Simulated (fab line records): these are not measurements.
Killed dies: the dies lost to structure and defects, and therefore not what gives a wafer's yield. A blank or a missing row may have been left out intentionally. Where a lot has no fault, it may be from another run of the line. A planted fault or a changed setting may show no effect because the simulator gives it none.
Which tool was responsible? -- flow gf180mcu -- Sampling: 13 lots, 39 wafers, 5 of 602 route steps

WHAT THE GAUGES SHOWED, per wafer
GF_V4_THK_MEAS_01.
lot,measured,on,V4_CVD_00_THK (nm)
L972,day 22 19:59,film_metro-02,597 601 603
L975,day 24 09:25,film_metro-03,597 598 599
L977,day 25 06:17,film_metro-02,598 594 600
L976,day 25 07:27,film_metro-03,602 595 595
L978,day 25 19:18,film_metro-03,606 592 598
L979,day 25 20:17,film_metro-03,601 604 595
L980,day 26 17:26,film_metro-03,593 593 598
L982,day 27 09:39,film_metro-02,600 596 594
L983,day 27 11:38,film_metro-03,612 597 605
L986,day 28 05:35,film_metro-02,593 597 593
L985,day 28 07:21,film_metro-03,603 610 607
L988,day 28 18:28,film_metro-03,608 594 613
L990,day 29 07:50,film_metro-02,606 602 594

GF_MIM_THK_MEAS_06.
lot,measured,on,MIM_CVD_05_THK (nm)
L972,day 23 20:53,film_metro-03,42.1 42.1 42.3
L975,day 25 09:17,film_metro-04,42.1 42.0 42.8
L977,day 26 05:31,film_metro-04,41.9 42.0 41.9
L976,day 26 06:35,film_metro-04,41.4 41.3 42.7
L978,day 26 18:46,film_metro-02,42.1 41.6 41.9
L979,day 26 19:50,film_metro-03,41.9 42.2 43.0
L980,day 27 15:49,film_metro-04,41.7 42.1 43.2
L982,day 28 07:44,film_metro-04,42.3 43.5 42.4
L983,day 28 08:59,film_metro-02,41.4 41.7 42.2
L986,day 29 02:04,film_metro-04,41.2 41.3 41.8
L985,day 29 04:58,film_metro-03,42.5 42.7 42.5
L988,day 29 15:55,film_metro-04,29.5 41.3 29.7
L990,day 30 05:09,film_metro-04,41.1 30.2 41.8

WHICH TOOL RAN EACH LOT (tool, then ch and the chambers of the sampled wafers, then the start)
lot,GF_M3_METAL_ETCH_16,GF_V3_CMP_04,GF_MIM_CVD_05
L972,"rie_metal-03 ch 1, day 20 16:38","cmp-01 ch 0,1,3, day 20 17:40","pecvd-01 ch 1,2, day 23 20:51"
L975,"rie_metal-03 ch 0,1, day 22 08:07","cmp-02 ch 1,3, day 22 09:04","pecvd-03 ch 0,1, day 25 09:14"
L977,"rie_metal-03 ch 0,1, day 23 05:54","cmp-01 ch 0,1,3, day 23 07:10","pecvd-02 ch 0,1,2, day 26 05:29"
L976,"rie_metal-01 ch 0,1, day 23 07:27","cmp-01 ch 1,2,3, day 23 08:23","pecvd-03 ch 0,1,2, day 26 06:34"
L978,"rie_metal-01 ch 1, day 23 20:16","cmp-02 ch 1,2,3, day 23 21:19","pecvd-01 ch 1,2, day 26 18:44"
L979,"rie_metal-04 ch 0,1, day 23 22:15","cmp-02 ch 1,2,3, day 23 23:13","pecvd-02 ch 0,2, day 26 19:48"
L980,"rie_metal-04 ch 0, day 24 19:48","cmp-01 ch 1,2,3, day 24 20:53","pecvd-02 ch 1,2, day 27 15:47"
L982,"rie_metal-04 ch 0,1, day 25 12:56","cmp-01 ch 1,2,3, day 25 14:00","pecvd-01 ch 0,1,2, day 28 07:41"
L983,"rie_metal-03 ch 0,1, day 25 14:14","cmp-01 ch 0,1,2, day 25 15:13","pecvd-02 ch 0,1, day 28 08:57"
L986,"rie_metal-03 ch 0,1, day 26 09:48","cmp-02 ch 0,2,3, day 26 10:44","pecvd-02 ch 0,1, day 29 02:02"
L985,"rie_metal-04 ch 0,1, day 26 11:39","cmp-01 ch 2,3, day 26 12:43","pecvd-03 ch 0,2, day 29 04:56"
L988,"rie_metal-04 ch 1, day 26 22:59","cmp-01 ch 0,2,3, day 27 00:01","pecvd-02 ch 0,2, day 29 15:52"
L990,"rie_metal-03 ch 0,1, day 27 12:55","cmp-02 ch 0,1,3, day 27 13:51","pecvd-02 ch 0,1, day 30 05:07"
- GF_M3_METAL_ETCH_16: etches the open film in Cl2/BCl3, stops on SiO2, target depth 750.8 nm, time 125.1 s.
- GF_V3_CMP_04: polishes SiO2.
- GF_MIM_CVD_05: deposits Si3N4, target thk 42 nm, time 29.086 s.

WHAT THE TOOLS THEMSELVES READ (means of the sampled wafers that have a number; where no wafer has one, the mark that the record gives instead)
GF_M3_METAL_ETCH_16.
lot,tool,drypump_motor_current_A (A),oes_product_au (a.u.),throttle_valve_pct (%)
L972,rie_metal-03,6.4,0.994,28.233
L975,rie_metal-03,5.9,0.990,28.236
L977,rie_metal-03,6.0,0.991,28.236
L976,rie_metal-01,5.7,0.988,28.235
L978,rie_metal-01,5.4,0.994,28.240
L979,rie_metal-04,5.8,0.991,28.235
L980,rie_metal-04,5.7,0.990,28.225
L982,rie_metal-04,5.8,0.988,28.235
L983,rie_metal-03,5.5,0.996,28.229
L986,rie_metal-03,5.5,0.994,28.231
L985,rie_metal-04,5.7,0.996,28.230
L988,rie_metal-04,5.9,0.986,28.236
L990,rie_metal-03,5.5,0.991,28.214

GF_V3_CMP_04.
lot,tool,motor_current_A (A),platen_rpm (rpm),time_to_endpoint_s (s)
L972,cmp-01,12.5,60.01,80
L975,cmp-02,12.5,59.99,73
L977,cmp-01,12.3,59.97,74
L976,cmp-01,12.0,60.02,79
L978,cmp-02,12.1,59.98,77
L979,cmp-02,12.2,59.96,73
L980,cmp-01,12.4,60.01,74
L982,cmp-01,12.9,59.97,77
L983,cmp-01,11.9,60.03,85
L986,cmp-02,12.8,59.99,87
L985,cmp-01,12.3,60.05,84
L988,cmp-01,12.5,59.99,81
L990,cmp-02,13.4,59.98,77

GF_MIM_CVD_05.
lot,tool,heater_power_w (W),run_length_s (s)
L972,pecvd-01,655,57.1
L975,pecvd-03,575,56.8
L977,pecvd-02,679,57.1
L976,pecvd-03,666,57.2
L978,pecvd-01,650,57.2
L979,pecvd-02,704,57.4
L980,pecvd-02,716,57.2
L982,pecvd-01,696,57.4
L983,pecvd-02,606,57.0
L986,pecvd-02,597,57.1
L985,pecvd-03,735,57.1
L988,pecvd-02,638,51.9
L990,pecvd-02,626,54.1

THE ANSWER, worked out from the rows above alone
Rule: the lots themselves supply what counts as usual. The widest of any qualifying gaps counts: lots, ordered by their means at a reading, are off when they make up no more than a third of the lots, leave a main group of 4 or more, and stand apart from it by 3 or more times the standard deviation of that group's means. A main group whose means are all the same, to the digits that the tables above print for the reading, isn't used. A lot without any number at a reading at which 4 lots or more have one is off too. Any other lot the step has rows for is counted as sound. The gauges are gone through in route order, then the tools' own readings, and for those a lot's mean is taken as printed above. At the first step where some lot is off, the reading lying furthest off is the one used; lots without a number count as furthest.
Off: at GF_MIM_THK_MEAS_06 (MIM_CVD_05_THK), L988, L990. Mean 42.1 nm and standard deviation 0.37 in the main group.
A tool fits if, at a process step before that reading, it ran every lot that is off, and no sound lot after the first of them. Not tried: the gauges at GF_MIM_THK_MEAS_06; whatever is off there is also off at GF_MIM_CVD_05, on other tools, and gauge error can't account for it. One fits: pecvd-02 at GF_MIM_CVD_05. A fault onset in the window from L986 (day 29 02:02, its last sound lot) to L988 (day 29 15:52, its first lot off) fits.
The tool's own readings at GF_MIM_CVD_05 bear it out: on the lots that are off they differ by more than 5 times the standard deviation of the sound lots' means. run_length_s reads 53.0 s there against 57.1 s on the sound lots.

WHAT THE SIMULATOR HAD PUT IN
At GF_MIM_CVD_05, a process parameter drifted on pecvd-02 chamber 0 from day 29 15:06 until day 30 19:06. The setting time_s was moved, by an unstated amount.
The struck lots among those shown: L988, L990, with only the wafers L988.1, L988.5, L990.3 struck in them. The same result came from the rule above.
